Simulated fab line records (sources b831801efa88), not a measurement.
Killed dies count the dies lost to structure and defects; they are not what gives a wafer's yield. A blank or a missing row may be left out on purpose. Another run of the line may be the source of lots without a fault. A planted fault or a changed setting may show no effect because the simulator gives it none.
Code-filled problem report in 8D (eight disciplines) form | flow gf180mcu | the parts of the form that need people (team, actions taken, sign-off) are left out

== 1. THE ISSUE ==
cathode-dc-power-W at GF_CONTACT_SPUTTER_22 reads a mean of 2359.9 W on 6 wafers of 2 lots; wafers without a fault read 2500.0 W with a standard deviation of 0.47. So: -99 or more standard deviations from the usual mean.
The step: material Ti, target thk 15 nm, time 80.02 s.
First seen on wafer L151.2, day 22 21:28, on pvd-sputter-03. Wafers with a number at this step in the record: 18, from 6 lots. The rule behind "out" and "out of limits": a value lying over 4 standard deviations away from the usual mean. Any other wafer with a number is counted as sound.

== 2. WHAT IT IS, AND WHAT IT ISN'T ==
question                    | is                     | is not
which readings at this step | cathode-dc-power-W     | throttle-valve-pct
which lots                  | L151, L153             | L134, L144, L154, L155
which wafers of those lots  | all that have a number | -
read on which tools         | pvd-sputter-03         | pvd-sputter-02, pvd-sputter-04
when                        | from day 22 21:28      | up to then (6 sound wafers); but 6 sound wafers of L154, L155 came after

== 3. THE SUSPECTS, EACH WITH WHAT RULES IT OUT ==
Counting: a tool stays on the suspect list if, at a process step up to the reading, it processed all lots that are out and no sound lot following the first of them.
- plasma-asher-03 at GF_CONTACT_STRIP_18 (strips in O2/N2): kept. It ran every lot that is out, first L151 (day 22 21:03), and no sound lot after that.
- pvd-sputter-03 at GF_CONTACT_SPUTTER_22 (material Ti, target thk 15 nm, time 80.02 s): kept. It processed each lot that is out, first L151 at day 22 21:28, and no sound lot thereafter; up to then, the last sound lot it processed was L134 at day 16 16:28. Its own cathode-dc-power-W readings are out on those wafers.
What counting leaves: plasma-asher-03 at GF_CONTACT_STRIP_18 and pvd-sputter-03 at GF_CONTACT_SPUTTER_22.

== 4. THE CAUSE (what the simulator had put in) ==
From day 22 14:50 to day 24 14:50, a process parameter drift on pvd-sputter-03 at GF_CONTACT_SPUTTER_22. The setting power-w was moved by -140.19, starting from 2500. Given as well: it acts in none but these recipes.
2 suspects survive the count, and this tool is in that group.

== 5. THE CHAIN OF EFFECTS, in route order ==
Each row: a reading whose mean over the struck wafers that have a number lies more than 3 standard deviations from the usual. Scope: only readings with a usual standard deviation given in the record; hours: median across lots of the time from each lot's start at the first step in this table that gives one to its start at this step; sigmas: change in usual standard deviations.
hours | step                  | reading            | usual    | on struck wafers | change | sigmas
0     | GF_CONTACT_SPUTTER_22 | cathode-dc-power-W | 2500.0 W | 2359.9           | -140.1 | -99 or more
Its process steps:
- GF_CONTACT_SPUTTER_22: material Ti, target thk 15 nm, time 80.02 s.

== 6. HOW IT WOULD HAVE BEEN CAUGHT EARLIER ==
First out-of-limits reading in this record: day 22 21:28, which is 7 hours after fault onset at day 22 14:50.
